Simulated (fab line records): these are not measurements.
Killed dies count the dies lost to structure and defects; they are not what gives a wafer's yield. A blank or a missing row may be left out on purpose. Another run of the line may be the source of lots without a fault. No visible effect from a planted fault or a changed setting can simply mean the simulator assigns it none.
The tool behind it: which one?    flow gf180mcu    21 wafers from 7 lots sampled at 2 of the route's 602 steps

## WHAT EACH GAUGE READ, for each wafer
GF_HV_LDD_TW_MEAS_50.
lot   measured      on             HV_LDD_4_TW
L687  day 13 03:45  film_metro-01  570 571 567
L689  day 13 18:07  film_metro-01  570 569 568
L696  day 16 04:41  film_metro-03  30 30 30
L701  day 17 12:56  film_metro-03  570 570 568
L704  day 18 17:49  film_metro-01  568 569 563
L706  day 19 06:32  film_metro-02  577 574 575
L708  day 20 00:51  film_metro-03  566 565 565

## WHICH TOOL RAN EACH LOT (tool, then ch and the chambers of the sampled wafers, then the start)
lot   GF_HV_LDD_IMPLANT_48
L687  implanter-01 ch 0, day 13 03:32
L689  implanter-01 ch 0, day 13 17:52
L696  implanter-01, day 16 04:26
L701  implanter-03 ch 0, day 17 12:43
L704  implanter-03 ch 0, day 18 17:34
L706  implanter-01 ch 0, day 19 06:19
L708  implanter-02 ch 0, day 20 00:38
- GF_HV_LDD_IMPLANT_48

## THE ANSWER, worked out from the rows above alone
Rule: the lots themselves supply what counts as usual. The widest of any qualifying gaps counts: lots, ordered by their means at a reading, are off when they make up no more than a third of the lots, leave a main group of 4 or more, and stand apart from it by 3 or more times the standard deviation of that group's means. A main group whose means are all the same, to the digits that the tables above print for the reading, isn't used. Also off: a lot with no number at a reading for which 4 or more lots have one. Where the step has rows for the other lots, those lots are counted as sound.
Off: L696, seen at GF_HV_LDD_TW_MEAS_50 (HV_LDD_4_TW). The main group has a mean of 569 with a standard deviation of 3.1.
If a tool, at a process step before that reading, ran all the lots that are off and no sound lot after the first of them, it fits. Those tools and the gauges at GF_HV_LDD_TW_MEAS_50 are tried in the same way. Of those tried, none fits.

## WHAT WAS PUT IN BY THE SIMULATOR
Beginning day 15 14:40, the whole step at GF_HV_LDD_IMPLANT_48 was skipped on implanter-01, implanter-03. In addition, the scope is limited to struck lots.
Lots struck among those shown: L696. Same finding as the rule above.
